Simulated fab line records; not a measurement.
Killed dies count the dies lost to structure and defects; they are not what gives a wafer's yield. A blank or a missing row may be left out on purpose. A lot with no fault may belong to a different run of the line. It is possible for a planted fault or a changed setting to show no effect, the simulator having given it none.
Code-filled problem report in 8D (eight disciplines) form || flow gf180mcu || the parts of the form that need people (team, actions taken, sign-off) are left out

## 1. PROBLEM STATEMENT
Wafers without a fault read 7.5e+12, standard deviation 7.7e+09; doseIonsCm2 at GF_HV_LDD_IMPLANT_34 reads a mean of 6.9e+12 on 6 wafers belonging to 2 lots. Measured from the usual mean, that is -82 standard deviations.
Seen first at day 14 08:54 on implanter-02, wafer L501.3. Wafers with a number at this step in the record: 39, from 13 lots. Rule for "out", or "out of limits": more than 4 standard deviations from the usual mean. The other wafers with a number count as sound.

## 2. WHAT IT IS, AND WHAT IT ISN'T
{"question": "which readings at this step", "is": "doseIonsCm2", "is not": "-"}
{"question": "which lots", "is": "L501, L502", "is not": "L492, L493, L495, L496, L508, L510, L511, L512, L513, L514, L515"}
{"question": "which wafers of those lots", "is": "all that have a number", "is not": "-"}
{"question": "read on which tools", "is": "implanter-02", "is not": "implanter-03, implanter-04"}
{"question": "when", "is": "from day 14 08:54", "is not": "up to then (12 sound wafers); but 21 sound wafers of L508, L510, L511, L512, L513, L514, L515 came after"}

## 3. THE SUSPECTS, EACH WITH WHAT RULES IT OUT
Counting: a tool at any process step up to the reading remains a suspect when it ran all the lots that are out and ran no sound lot after the first of those.
- implanter-02 at GF_HV_LDD_IMPLANT_34: ruled out as a lasting fault. Following L501 (day 14 08:54), the first lot on it that is out, the sound lots L513, L514, L515 were run on it.
Left after counting: nothing in the record.

## 4. THE CAUSE (what the simulator had put in)
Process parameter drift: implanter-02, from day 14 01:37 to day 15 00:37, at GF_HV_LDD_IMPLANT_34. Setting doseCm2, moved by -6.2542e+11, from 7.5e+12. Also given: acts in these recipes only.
Counting ruled it out, wrongly.

## 5. THE EFFECT CHAIN, in route order
Each row: a reading where the mean over the struck wafers with a number is more than 3 standard deviations away from the usual. Only readings whose record carries a usual standard deviation are examined. hours: median over the lots of the time between each lot's start at the first step of this table that gives one and its start at this step. sigmas: the change, counted in usual standard deviations.
{"hours": 0, "step": "GF_HV_LDD_IMPLANT_34", "reading": "doseIonsCm2", "usual": 7.5e+12, "on struck wafers": 6.9e+12, "change": -6.3e+11, "sigmas": -82}
{"hours": 0, "step": "GF_HV_LDD_IMPLANT_34", "reading": "faradayCurrentUA", "usual": 42.3, "on struck wafers": 38.4, "change": -3.9, "sigmas": -4.6}
Here are the process steps it includes:
- GF_HV_LDD_IMPLANT_34

## 6. WHAT WOULD HAVE CAUGHT IT SOONER
In this record no reading fell out of limits until day 14 08:54, 7 hours after the fault had begun at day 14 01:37.
